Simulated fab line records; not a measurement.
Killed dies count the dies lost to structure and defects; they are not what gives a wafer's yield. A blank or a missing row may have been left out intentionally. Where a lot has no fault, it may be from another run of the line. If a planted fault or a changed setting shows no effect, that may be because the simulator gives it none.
fab line records	flow sky130
record: lots: 24	wafers: 72	lastDay: 50
route steps=708 shown VT_ADJUST_NCORE@129 SONOS_TUNNEL@162 CONTACT@409 VIA1@481 VIA2@508 VIA3@586
lots with no fault: from the same line, run without faults
startH: the number of hours between the record's first day and the start of the first shown wafer of the lot	waitH: time in hours since the lot's previous step	" same as the row above	L1.1+2: several wafers, shown together as one row	- no value, or no start given	* or withheld: withheld	< > ~ a bound
route shown NAME@n: a module of which the file shows steps, and the number in the route of the first	usual: mean/standard deviation taken from wafers without a fault	same: alike in all rows	chamber/n: place in a boat	sites: per-site readings	_std_site: standard deviation of those values	_edge_site: the outer-site mean with the inner-site mean subtracted	radiusMm: how far each site lies from the wafer's centre	mask NAME#n: copy n	behind: the last tool/chamber to shape the wafer	hold: cause of the lot's hold/its duration in hours/its outcome	device: transistor that didn't switch, given as n, p or np	end of line: the same wafers' tests at the end of the route	where a step has no rows: the recipe by itself	killed: the dies lost at the first sort to structure and to defects; this is not the yield of the wafer	map: a wafer's dies, marking killed ones x, the rest . and places with no die _
set.NAME: the setting as run; set.NAME@STEP: as run at that earlier step	model.NAME: the simulator's own value behind a step, which no gauge read
the route's steps for a sample of lots (tables are steps, rows are wafers)
services: the hour from which a tool's chamber was out of use, counted from the record's first day as startH (under 0 if before that day), plus the number of hours and why
== steps ==
step: SKY_VT_ADJUST_NCORE_STRIP_10
recipe: chemistry: O2/N2	powerW: 1400	pressureMtorr: 1500	platenTempC: withheld	o2FlowSccm: 3000	n2FlowSccm: 300	overashFraction: 0.5
usual: drypumpMotorCurrentA: 5.5/0.46	oesProductAu: 0.715/0.0046	stripTimeToEndpointS: 14.05/0.041
lot.wafer	tool	chamber	startH	waitH	drypumpMotorCurrentA	oesProductAu	rfHoursCounterH	stripTimeToEndpointS
L074.1	plasmaAsher-02	0	174.56	0.1	6.1	0.718	37	13.98
L074.2	"	1	"	"	4.8	0.717	37	13.99
L074.4	"	0	"	"	6.1	0.723	-	13.97
L075.2	plasmaAsher-02	0	181.90	0.1	6.1	0.715	37	14.06
L075.4	"	1	"	"	4.8	0.719	-	14.07
L075.5	"	0	"	"	6.1	0.714	-	14.07
L076.1	plasmaAsher-04	0	200.86	0.1	5.8	0.702	8	14.09
L076.5	"	1	"	"	5.7	0.720	-	14.07
L076.6	"	0	"	"	5.9	0.717	-	14.11
L077.4	plasmaAsher-02	1	214.83	0.1	4.8	0.715	-	14.06
L077.5	"	1	"	"	4.8	0.712	-	14.06
L077.6	"	0	"	"	6.1	0.716	-	14.04
L078.1	plasmaAsher-01	1	240.56	0.1	5.5	0.721	54	14.09
L078.4	"	1	"	"	5.5	0.723	-	14.08
L078.6	"	0	"	"	5.3	0.710	-	14.04
L079.1	plasmaAsher-04	1	240.75	0.1	5.7	0.708	12	14.04
L079.3	"	1	"	"	5.7	0.708	-	14.08
L079.6	"	0	"	"	5.8	0.716	-	14.08
L080.1	plasmaAsher-01	0	250.01	0.1	5.3	0.709	55	14.05
L080.4	"	1	"	"	5.5	0.717	-	14.00
L080.6	"	0	"	"	5.3	0.708	-	14.02
L082.2	plasmaAsher-01	0	250.96	0.1	5.3	0.717	55	14.09
L082.5	"	1	"	"	5.5	0.711	-	14.08
L082.6	"	0	"	"	5.3	0.716	-	14.07
L081.2	plasmaAsher-02	1	251.91	0.1	4.8	0.725	44	14.03
L081.3	"	0	"	"	6.1	0.718	-	14.00
L081.5	"	1	"	"	4.8	0.707	-	14.11
L084.1	plasmaAsher-04	0	253.95	0.1	5.9	0.714	13	14.10
L084.3	"	0	"	"	5.8	0.711	-	14.07
L084.4	"	1	"	"	5.7	0.719	-	14.06
L083.1	plasmaAsher-02	1	254.25	0.1	4.8	0.723	45	14.05
L083.2	"	0	"	"	6.1	0.710	45	14.07
L083.5	"	1	"	"	4.8	0.718	-	14.05
L085.4	plasmaAsher-04	1	259.42	0.1	5.7	0.715	-	14.05
L085.5	"	0	"	"	5.8	0.704	-	13.99
L085.6	"	1	"	"	5.7	0.714	-	13.99
L086.1	plasmaAsher-02	0	276.91	0.1	6.1	0.720	47	14.01
L086.2	"	1	"	"	4.8	0.713	47	14.04
L086.3	"	0	"	"	6.1	0.719	-	14.04
L087.2	plasmaAsher-01	1	277.19	0.1	5.5	0.713	58	14.09
L087.3	"	0	"	"	5.3	0.715	-	14.11
L087.5	"	1	"	"	5.4	0.713	-	14.10
L089.1	plasmaAsher-04	1	305.55	0.1	5.7	0.714	19	14.05
L089.5	"	1	"	"	5.7	0.714	-	14.06
L089.6	"	0	"	"	5.8	0.713	-	14.03
L090.1	plasmaAsher-01	0	305.74	0.1	5.3	0.721	61	14.02
L090.2	"	1	"	"	5.5	0.717	61	14.06
L090.3	"	1	"	"	5.5	0.717	-	14.04
L088.2	plasmaAsher-01	0	307.36	0.1	5.3	0.717	61	14.12
L088.3	"	0	"	"	5.3	0.715	-	14.06
L088.6	"	0	"	"	5.3	0.713	-	14.13
L092.2	plasmaAsher-02	0	322.41	0.1	6.1	0.709	52	14.06
L092.3	"	0	"	"	6.1	0.713	-	14.06
L092.4	"	1	"	"	4.8	0.710	-	14.06
L091.1	plasmaAsher-02	0	324.59	0.1	6.1	0.716	53	14.04
L091.3	"	1	"	"	4.8	0.714	-	14.04
L091.6	"	1	"	"	4.8	0.716	-	14.01
L093.2	plasmaAsher-02	0	330.47	0.1	6.1	0.711	53	14.01
L093.4	"	0	"	"	6.1	0.720	-	14.07
L093.6	"	1	"	"	4.8	0.707	-	14.02
L094.1	plasmaAsher-01	0	330.89	0.1	5.2	0.713	64	13.96
L094.3	"	1	"	"	5.5	0.719	-	13.98
L094.5	"	1	"	"	5.5	0.714	-	14.02
L095.3	plasmaAsher-02	1	338.57	0.1	4.8	0.715	-	14.09
L095.4	"	0	"	"	6.1	0.719	-	14.07
L095.5	"	1	"	"	4.8	0.714	-	14.02
L096.2	plasmaAsher-04	1	341.19	0.1	5.7	0.713	22	14.00
L096.4	"	0	"	"	5.9	0.718	-	14.04
L096.5	"	1	"	"	5.7	0.717	-	13.99
L097.1	plasmaAsher-04	1	347.35	0.1	5.7	0.719	23	14.09
L097.3	"	0	"	"	5.9	0.716	-	14.05
L097.6	"	1	"	"	5.7	0.722	-	14.05
step: SKY_SONOS_TUNNEL_OVL_MEAS_08
usual: SONOS_TUNNEL_OVL: -1.1/1.5
lot.wafer	tool	chamber	startH	waitH	SONOS_TUNNEL_OVL[nm]
L074.1	overlay-02	-	240.46	0.1	0.9
L074.2	"	-	"	"	-4.1
L074.4	"	-	"	"	-2.8
L075.2	overlay-01	-	247.22	0.1	0.9
L075.4	"	-	"	"	-0.5
L075.5	"	-	"	"	0.4
L076.1	overlay-01	-	269.13	0.1	-0.5
L076.5	"	-	"	"	-2.6
L076.6	"	-	"	"	-0.5
L077.4	overlay-01	-	282.68	0.1	1.5
L077.5	"	-	"	"	-0.2
L077.6	"	-	"	"	-2.4
L078.1	overlay-01	-	314.36	0.1	-3.5
L078.4	"	-	"	"	-1.1
L078.6	"	-	"	"	-1.9
L079.1	overlay-01	-	314.78	0.1	0.6
L079.3	"	-	"	"	0.4
L079.6	"	-	"	"	-0.8
L080.1	overlay-01	-	324.58	0.1	-1.7
L080.4	"	-	"	"	-0.4
L080.6	"	-	"	"	-0.9
L082.2	overlay-01	-	327.77	0.1	0.8
L082.5	"	-	"	"	-0.4
L082.6	"	-	"	"	-0.8
L081.2	overlay-01	-	328.07	0.1	-0.4
L081.3	"	-	"	"	0.7
L081.5	"	-	"	"	-0.8
L084.1	overlay-02	-	328.98	0.1	-0.1
L084.3	"	-	"	"	-1.2
L084.4	"	-	"	"	-0.5
L083.1	overlay-02	-	329.88	0.1	0.3
L083.2	"	-	"	"	-1.2
L083.5	"	-	"	"	-2.0
L085.4	overlay-01	-	335.33	0.1	-4.7
L085.5	"	-	"	"	-2.3
L085.6	"	-	"	"	-3.7
L086.1	overlay-01	-	354.95	0.1	-0.4
L086.2	"	-	"	"	-1.7
L086.3	"	-	"	"	-1.4
L087.2	overlay-01	-	355.52	0.1	-1.7
L087.3	"	-	"	"	-1.4
L087.5	"	-	"	"	-2.9
L089.1	overlay-01	-	386.63	0.1	-1.7
L089.5	"	-	"	"	-4.2
L089.6	"	-	"	"	-3.4
L090.1	overlay-02	-	387.58	0.1	0.2
L090.2	"	-	"	"	-0.2
L090.3	"	-	"	"	1.2
L088.2	overlay-01	-	388.57	0.1	-0.8
L088.3	"	-	"	"	-1.3
L088.6	"	-	"	"	-0.9
L092.2	overlay-01	-	404.36	0.1	-1.6
L092.3	"	-	"	"	-0.3
L092.4	"	-	"	"	-0.8
L091.1	overlay-02	-	407.33	0.1	-1.2
L091.3	"	-	"	"	-0.1
L091.6	"	-	"	"	-1.4
L093.2	overlay-02	-	414.41	0.1	0.3
L093.4	"	-	"	"	-0.1
L093.6	"	-	"	"	-0.2
L094.1	overlay-01	-	415.33	0.1	0.4
L094.3	"	-	"	"	-0.3
L094.5	"	-	"	"	0.5
L095.3	overlay-01	-	422.72	0.1	-1.8
L095.4	"	-	"	"	-1.9
L095.5	"	-	"	"	1.8
L096.2	overlay-02	-	426.31	0.1	-2.6
L096.4	"	-	"	"	-0.9
L096.5	"	-	"	"	-3.1
L097.1	overlay-01	-	432.50	0.1	0.6
L097.3	"	-	"	"	-1.1
L097.6	"	-	"	"	-1.5
step: SKY_CONTACT_THK_MEAS_03
recipe: reads: SiO2_of_CONTACT_HDPCVD_02
usual: CONTACT_HDPCVD_THK: 565/6.4
lot.wafer	tool	chamber	startH	waitH	CONTACT_HDPCVD_THK[nm]
L074.1	filmMetro-04	-	694.43	0.0	570
L074.2	"	-	"	"	562
L074.4	"	-	"	"	570
L075.2	filmMetro-02	-	696.78	0.0	564
L075.4	"	-	"	"	573
L075.5	"	-	"	"	555
L076.1	filmMetro-03	-	724.27	0.0	566
L076.5	"	-	"	"	559
L076.6	"	-	"	"	552
L077.4	filmMetro-03	-	737.90	0.0	557
L077.5	"	-	"	"	564
L077.6	"	-	"	"	560
L078.1	filmMetro-02	-	770.57	0.0	557
L078.4	"	-	"	"	562
L078.6	"	-	"	"	551
L079.1	filmMetro-02	-	772.42	0.0	557
L079.3	"	-	"	"	575
L079.6	"	-	"	"	575
L080.1	filmMetro-04	-	781.12	0.0	566
L080.4	"	-	"	"	565
L080.6	"	-	"	"	566
L082.2	filmMetro-04	-	786.88	0.0	561
L082.5	"	-	"	"	560
L082.6	"	-	"	"	564
L081.2	filmMetro-04	-	788.88	0.0	570
L081.3	"	-	"	"	567
L081.5	"	-	"	"	568
L083.1	filmMetro-04	-	791.02	0.0	566
L083.2	"	-	"	"	583
L083.5	"	-	"	"	568
L084.1	filmMetro-04	-	791.37	0.0	569
L084.3	"	-	"	"	566
L084.4	"	-	"	"	561
L085.4	filmMetro-04	-	792.16	0.0	568
L085.5	"	-	"	"	575
L085.6	"	-	"	"	555
L087.2	filmMetro-02	-	818.44	0.0	561
L087.3	"	-	"	"	567
L087.5	"	-	"	"	561
L086.1	filmMetro-02	-	820.98	0.0	558
L086.2	"	-	"	"	566
L086.3	"	-	"	"	565
L090.1	filmMetro-03	-	843.12	0.0	565
L090.2	"	-	"	"	563
L090.3	"	-	"	"	572
L088.2	filmMetro-04	-	845.35	0.0	566
L088.3	"	-	"	"	565
L088.6	"	-	"	"	568
L089.1	filmMetro-04	-	845.61	0.0	556
L089.5	"	-	"	"	562
L089.6	"	-	"	"	553
L092.2	filmMetro-04	-	856.03	0.0	561
L092.3	"	-	"	"	566
L092.4	"	-	"	"	562
L091.1	filmMetro-02	-	857.07	0.0	571
L091.3	"	-	"	"	573
L091.6	"	-	"	"	571
L093.2	filmMetro-02	-	864.78	0.0	565
L093.4	"	-	"	"	566
L093.6	"	-	"	"	574
L094.1	filmMetro-04	-	865.70	0.0	566
L094.3	"	-	"	"	568
L094.5	"	-	"	"	562
L096.2	filmMetro-04	-	875.13	0.1	562
L096.4	"	-	"	"	564
L096.5	"	-	"	"	558
L095.3	filmMetro-02	-	880.10	0.1	562
L095.4	"	-	"	"	557
L095.5	"	-	"	"	558
L097.1	filmMetro-03	-	884.12	0.0	569
L097.3	"	-	"	"	568
L097.6	"	-	"	"	563
step: SKY_VIA1_THK_MEAS_23
recipe: thkMeasGauge: xrf	reads: W_of_VIA1_CVD_21
usual: VIA1_W_THK: 267/3.4
lot.wafer	tool	chamber	startH	waitH	VIA1_W_THK[nm]
L074.1	filmMetro-03	-	780.28	0.1	270
L074.2	"	-	"	"	268
L074.4	"	-	"	"	270
L075.2	filmMetro-02	-	782.41	0.1	268
L075.4	"	-	"	"	268
L075.5	"	-	"	"	270
L076.1	filmMetro-01	-	808.40	0.1	273
L076.5	"	-	"	"	274
L076.6	"	-	"	"	275
L077.4	filmMetro-03	-	822.38	0.1	266
L077.5	"	-	"	"	264
L077.6	"	-	"	"	263
L078.1	filmMetro-02	-	855.40	0.1	268
L078.4	"	-	"	"	267
L078.6	"	-	"	"	264
L079.1	filmMetro-01	-	856.40	0.1	268
L079.3	"	-	"	"	271
L079.6	"	-	"	"	268
L080.1	filmMetro-02	-	864.19	0.1	266
L080.4	"	-	"	"	263
L080.6	"	-	"	"	259
L082.2	filmMetro-02	-	872.14	0.1	264
L082.5	"	-	"	"	264
L082.6	"	-	"	"	261
L081.2	filmMetro-03	-	873.61	0.1	262
L081.3	"	-	"	"	268
L081.5	"	-	"	"	265
L083.1	filmMetro-03	-	873.97	0.1	265
L083.2	"	-	"	"	268
L083.5	"	-	"	"	266
L084.1	filmMetro-03	-	875.46	0.1	271
L084.3	"	-	"	"	269
L084.4	"	-	"	"	272
L085.4	filmMetro-01	-	876.58	0.1	270
L085.5	"	-	"	"	270
L085.6	"	-	"	"	268
L087.2	filmMetro-01	-	901.61	0.1	268
L087.3	"	-	"	"	268
L087.5	"	-	"	"	267
L086.1	filmMetro-02	-	904.85	0.1	268
L086.2	"	-	"	"	269
L086.3	"	-	"	"	267
L090.1	filmMetro-02	-	923.96	0.1	269
L090.2	"	-	"	"	266
L090.3	"	-	"	"	269
L088.2	filmMetro-01	-	926.46	0.1	264
L088.3	"	-	"	"	270
L088.6	"	-	"	"	267
L089.1	filmMetro-01	-	927.84	0.1	266
L089.5	"	-	"	"	271
L089.6	"	-	"	"	270
L092.2	filmMetro-02	-	937.56	0.1	272
L092.3	"	-	"	"	267
L092.4	"	-	"	"	268
L091.1	filmMetro-02	-	937.87	0.1	267
L091.3	"	-	"	"	268
L091.6	"	-	"	"	269
L093.2	filmMetro-02	-	943.87	0.1	266
L093.4	"	-	"	"	268
L093.6	"	-	"	"	264
L094.1	filmMetro-03	-	946.36	0.1	263
L094.3	"	-	"	"	271
L094.5	"	-	"	"	266
L096.2	filmMetro-03	-	954.41	0.1	265
L096.4	"	-	"	"	263
L096.5	"	-	"	"	262
L095.3	filmMetro-03	-	959.68	0.1	264
L095.4	"	-	"	"	270
L095.5	"	-	"	"	267
L097.1	filmMetro-03	-	962.84	0.1	269
L097.3	"	-	"	"	265
L097.6	"	-	"	"	271
step: SKY_VIA2_THK_MEAS_01
recipe: reads: SiO2_of_VIA2_HDPCVD_00
usual: VIA2_HDPCVD_THK: 1180/13
lot.wafer	tool	chamber	startH	waitH	VIA2_HDPCVD_THK[nm]
L074.1	filmMetro-02	-	808.42	0.1	1201
L074.2	"	-	"	"	1186
L074.4	"	-	"	"	1199
L075.2	filmMetro-04	-	811.54	0.1	1188
L075.4	"	-	"	"	1179
L075.5	"	-	"	"	1187
L076.1	filmMetro-02	-	836.41	0.1	1175
L076.5	"	-	"	"	1157
L076.6	"	-	"	"	1181
L077.4	filmMetro-04	-	850.77	0.0	1174
L077.5	"	-	"	"	1189
L077.6	"	-	"	"	1175
L078.1	filmMetro-02	-	883.10	0.1	1182
L078.4	"	-	"	"	1178
L078.6	"	-	"	"	1192
L079.1	filmMetro-02	-	884.90	0.2	1199
L079.3	"	-	"	"	1195
L079.6	"	-	"	"	1199
L080.1	filmMetro-04	-	891.75	0.1	1186
L080.4	"	-	"	"	1192
L080.6	"	-	"	"	1169
L082.2	filmMetro-03	-	898.71	0.1	1196
L082.5	"	-	"	"	1211
L082.6	"	-	"	"	1194
L081.2	filmMetro-02	-	900.87	0.1	1180
L081.3	"	-	"	"	1195
L081.5	"	-	"	"	1189
L083.1	filmMetro-04	-	901.21	0.1	1161
L083.2	"	-	"	"	1172
L083.5	"	-	"	"	1186
L084.1	filmMetro-04	-	902.70	0.1	1195
L084.3	"	-	"	"	1191
L084.4	"	-	"	"	1188
L085.4	filmMetro-03	-	904.22	0.0	1163
L085.5	"	-	"	"	1181
L085.6	"	-	"	"	1169
L087.2	filmMetro-02	-	928.52	0.1	1158
L087.3	"	-	"	"	1172
L087.5	"	-	"	"	1175
L086.1	filmMetro-03	-	931.71	0.1	1198
L086.2	"	-	"	"	1179
L086.3	"	-	"	"	1177
L090.1	filmMetro-04	-	950.14	0.1	1154
L090.2	"	-	"	"	1174
L090.3	"	-	"	"	1180
L088.2	filmMetro-02	-	952.16	0.1	1172
L088.3	"	-	"	"	1188
L088.6	"	-	"	"	1203
L089.1	filmMetro-04	-	953.40	0.1	1173
L089.5	"	-	"	"	1172
L089.6	"	-	"	"	1164
L092.2	filmMetro-04	-	963.13	0.1	1188
L092.3	"	-	"	"	1177
L092.4	"	-	"	"	1184
L091.1	filmMetro-02	-	963.99	0.1	1173
L091.3	"	-	"	"	1187
L091.6	"	-	"	"	1174
L093.2	filmMetro-04	-	969.78	0.1	1177
L093.4	"	-	"	"	1162
L093.6	"	-	"	"	1176
L094.1	filmMetro-04	-	972.35	0.1	1194
L094.3	"	-	"	"	1171
L094.5	"	-	"	"	1192
L096.2	filmMetro-02	-	979.97	0.1	1165
L096.4	"	-	"	"	1174
L096.5	"	-	"	"	1161
L095.3	filmMetro-04	-	984.85	0.1	1166
L095.4	"	-	"	"	1176
L095.5	"	-	"	"	1167
L097.1	filmMetro-02	-	989.84	0.1	1195
L097.3	"	-	"	"	1178
L097.6	"	-	"	"	1177
step: SKY_VIA3_OVL_MEAS_13
usual: VIA3_OVL: 1/4.7
lot.wafer	tool	chamber	startH	waitH	VIA3_OVL[nm]
L074.1	overlay-01	-	916.32	0.1	-3
L074.2	"	-	"	"	-2
L074.4	"	-	"	"	-1
L075.2	overlay-02	-	920.08	0.1	6
L075.4	"	-	"	"	-1
L075.5	"	-	"	"	6
L076.1	overlay-02	-	942.82	0.1	-2
L076.5	"	-	"	"	1
L076.6	"	-	"	"	5
L077.4	overlay-02	-	955.70	0.1	-6
L077.5	"	-	"	"	-4
L077.6	"	-	"	"	-4
L078.1	overlay-01	-	985.43	0.1	2
L078.4	"	-	"	"	0
L078.6	"	-	"	"	-3
L079.1	overlay-02	-	988.96	0.1	-3
L079.3	"	-	"	"	1
L079.6	"	-	"	"	-2
L080.1	overlay-02	-	993.87	0.1	8
L080.4	"	-	"	"	6
L080.6	"	-	"	"	7
L082.2	overlay-02	-	997.92	0.1	-3
L082.5	"	-	"	"	-2
L082.6	"	-	"	"	-5
L081.2	overlay-01	-	1001.57	0.1	3
L081.3	"	-	"	"	9
L081.5	"	-	"	"	10
L083.1	overlay-01	-	1002.18	0.1	8
L083.2	"	-	"	"	-2
L083.5	"	-	"	"	2
L084.1	overlay-01	-	1003.06	0.1	8
L084.3	"	-	"	"	4
L084.4	"	-	"	"	1
L085.4	overlay-02	-	1004.08	0.1	2
L085.5	"	-	"	"	-3
L085.6	"	-	"	"	1
L087.2	overlay-02	-	1025.07	0.1	-3
L087.3	"	-	"	"	-3
L087.5	"	-	"	"	-3
L086.1	overlay-01	-	1029.08	0.1	-1
L086.2	"	-	"	"	1
L086.3	"	-	"	"	4
L090.1	overlay-02	-	1047.06	0.1	-1
L090.2	"	-	"	"	0
L090.3	"	-	"	"	4
L088.2	overlay-01	-	1047.42	0.1	3
L088.3	"	-	"	"	3
L088.6	"	-	"	"	-1
L089.1	overlay-01	-	1047.76	0.1	1
L089.5	"	-	"	"	11
L089.6	"	-	"	"	4
L092.2	overlay-01	-	1058.22	0.1	-1
L092.3	"	-	"	"	8
L092.4	"	-	"	"	4
L091.1	overlay-02	-	1060.32	0.1	2
L091.3	"	-	"	"	-3
L091.6	"	-	"	"	6
L093.2	overlay-02	-	1063.62	0.1	0
L093.4	"	-	"	"	7
L093.6	"	-	"	"	9
L094.1	overlay-01	-	1065.37	0.1	-1
L094.3	"	-	"	"	-6
L094.5	"	-	"	"	-3
L096.2	overlay-02	-	1075.87	0.1	-1
L096.4	"	-	"	"	0
L096.5	"	-	"	"	1
L095.3	overlay-02	-	1077.18	0.1	2
L095.4	"	-	"	"	7
L095.5	"	-	"	"	2
L097.1	overlay-01	-	1081.61	0.1	-5
L097.3	"	-	"	"	-1
L097.6	"	-	"	"	-5
== services ==
tool	chamber	startH	hours	kind
plasmaAsher-01	-	258.44	1.0	repair
== key ==
fault none
